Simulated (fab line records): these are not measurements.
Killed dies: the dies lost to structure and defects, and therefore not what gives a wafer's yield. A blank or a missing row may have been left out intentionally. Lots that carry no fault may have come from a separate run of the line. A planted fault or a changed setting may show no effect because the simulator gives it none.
Struck lot and sound lot, side by side | flow sky130 | 15 steps out of a route of 708
Sound: wafers L337.2, L337.4, L337.6. Wafers L357.3, L357.5, L357.6 were the ones struck. The cause is given at the end.
For every step that has rows: the tool of each side, followed by ch and its chambers, followed by its first start. Under that, the readings that differ: sound wafers | struck wafers | difference of the means | sigmas: that difference in standard deviations of wafers without a fault.
alike: same words and numbers on both sides, and readings whose means sit less than 2 such deviations apart. not compared: any withheld reading, any reading some wafer has no value for, any bound like >300 that may hide the same value, and any number with overlapping values for which the record gives no deviation.
The two part at a step that has a row with sigmas, a row that says differs or no value, or rows on one side only. When numbers do not overlap yet have no deviation, they are printed without sigmas and do not part them. A reading missing from all wafers of one side parts the sides only when that side holds two or more wafers.

first, 3 steps without rows for these wafers: SKY_FIELD_ISO_EXPOSE_10 (exposes mask FOM, target cd 150 nm); SKY_FIELD_ISO_PEB_11; SKY_FIELD_ISO_DEVELOP_12 (develop time 60 s).
SKY_FIELD_ISO_CD_MEAS_13: target cd 150 nm.
  struck on cd sem-01, day 6 13:49; sound on cd sem-01, day 2 03:59
  alike: cd nm
SKY_FIELD_ISO_ETCH_14: etches BARC in N2/H2, stops on SiO2, time 45.9 s, target depth 60 nm.
  sound on rie diel-01 ch 1,2,3, day 2 04:05; struck on rie diel-02 ch 0,2,3, day 6 13:54
  alike: drypump motor current A, oes product au, rf fwd power W, throttle valve pct
  not compared: rf hours counter h
SKY_FIELD_ISO_ETCH_15: etches the open film in CHF3/O2, stops on Si, target depth 180 nm, time 72 s.
  sound on rie diel-01 ch 1,2,3, day 2 04:08; struck on rie diel-02 ch 0,2,3, day 6 13:57
  alike: drypump motor current A, oes product au, rf fwd power W, throttle valve pct
  not compared: rf hours counter h
SKY_FIELD_ISO_STRIP_16: strips in O2/N2.
  sound on plasma asher-02 ch 0,1, day 2 04:11; struck on plasma asher-02 ch 0,1, day 6 14:02
  reading                      | sound          | struck         | difference | sigmas
  strip time to endpoint s (s) | 3.54 3.49 3.53 | 3.62 3.57 3.59 | +0.07      | +2
  alike: drypump motor current A, oes product au
  not compared: rf hours counter h
SKY_FIELD_ISO_ETCH_17: etches Si in HBr/Cl2/O2, target depth 342 nm, time 97.7 s.
  sound on rie si-01 ch 0,1,3, day 2 04:17; struck on rie si-02 ch 1,2,3, day 6 14:06
  reading                      | sound          | struck         | difference | sigmas
  he backside leak sccm (sccm) | 2.98 2.67 3.09 | 2.48 2.18 2.56 | -0.51      | -2
  alike: drypump motor current A, oes product au, rf fwd power W, throttle valve pct
  not compared: rf hours counter h
then, 4 steps without rows for these wafers: SKY_FIELD_ISO_WET_ETCH_18 (etches Si3N4 in H3PO4, target depth 25 nm, time 286 s); SKY_FIELD_ISO_CLEAN_19 (cleans in SC1/SC2, time 150 s); SKY_FIELD_ISO_CLEAN_20 (cleans in dHF, time 20 s); SKY_FIELD_ISO_WET_ETCH_21 (etches SiO2 in dHF, target depth 20 nm, time 400 s).
SKY_FIELD_ISO_OXIDATION_22: stabilise 600 s, purge 300 s, target thk 10 nm.
  sound on furnace-01 ch 0, day 2 04:43; struck on furnace-02 ch 0, day 6 14:34
  reading                                          | sound                | struck               | difference | sigmas
  spike tc bottom C (C)                            | 967.6 967.0 967.1    | 1009.0 1008.8 1009.8 | +42.0      | +42
  spike tc centre C (C)                            | 950.3 951.8 951.7    | 994.0 992.3 994.2    | +42.2      | +38
  spike tc lower C (C)                             | 950.7 947.2 949.9    | 994.9 995.2 994.0    | +45.4      | +41
  spike tc top C (C)                               | 963.6 963.5 964.3    | 1004.8 1007.3 1004.8 | +41.8      | +30
  spike tc upper C (C)                             | 950.9 950.0 949.5    | 992.3 992.9 992.2    | +42.3      | +44
  tube center temp C (C)                           | 950.04 949.98 949.91 | 993.09 993.06 992.98 | +43.07     | +99 or more
  tube_center_temp_C_max                           | 953.0 952.5 951.9    | 995.8 995.3 996.5    | +43.4      | +99 or more
  zone power lower pct (%)                         | 19.0 18.6 19.3       | 22.8 22.7 22.8       | +3.8       | +4
  zone power top pct (%)                           | 36.0 36.8 36.3       | 40.4 39.5 40.3       | +3.7       | +8
  model.SiO2_of_FIELD_ISO_OXIDATION_22.thk nm (nm) | 10.08 9.988 10.01    | 16.63 16.56 16.72    | +6.61      |
SKY_FIELD_ISO_THK_MEAS_23:
  struck on film metro-04, day 6 15:59; sound on film metro-04, day 2 05:54
  reading                         | sound            | struck            | difference | sigmas
  FIELD_ISO_OXIDATION_01_THK (nm) | 10.10 9.99 10.00 | 16.67 16.58 16.73 | +6.63      | +35
  not compared: hold
-- here the record skips 44 days between the struck wafers' starts before and after, leaving off in module FIELD_ISO and picking up in module PAD_OPEN (first step shown: number 708 of the route) --
SKY_PAD_OPEN_PROBE_99:
  struck on prober-01, day 50 08:47; sound on prober-02, day 45 22:30
  reading                                          | sound                | struck               | difference | sigmas
  killed at front end                              | 27 24 10             | 9 7 9                | -12        | -2
  model.etest.sram nfet pass.off log10 a um        | -12.86 -12.81 -12.52 | -13.03 -13.03 -13.17 | -0.35      |
  model.etest.diode ndiff fingers.leak log10 a cm2 | -6.672 -6.454 -6.569 | -7.01 -7.094 -6.987  | -0.47      |
  model.etest.diode pdiff fingers.leak log10 a cm2 | -6.618 -6.433 -6.415 | -6.986 -6.817 -7.052 | -0.463     |
  model.etest.sram nfet pass.vt v (V)              | 0.6694 0.676 0.6635  | 0.6782 0.6774 0.7134 | +0.0200    |
  alike: killed_at_M0_to_M3, killed_at_M4_up, killed at contacts, killed at other, killed dies, killed open, killed short
  not compared: model.etest.sram nfet pass.vt sat v

## WHERE THEY PART
Earliest at SKY_FIELD_ISO_STRIP_16; latest, in this record, at SKY_PAD_OPEN_PROBE_99.

WHY: what had been put in by the simulator
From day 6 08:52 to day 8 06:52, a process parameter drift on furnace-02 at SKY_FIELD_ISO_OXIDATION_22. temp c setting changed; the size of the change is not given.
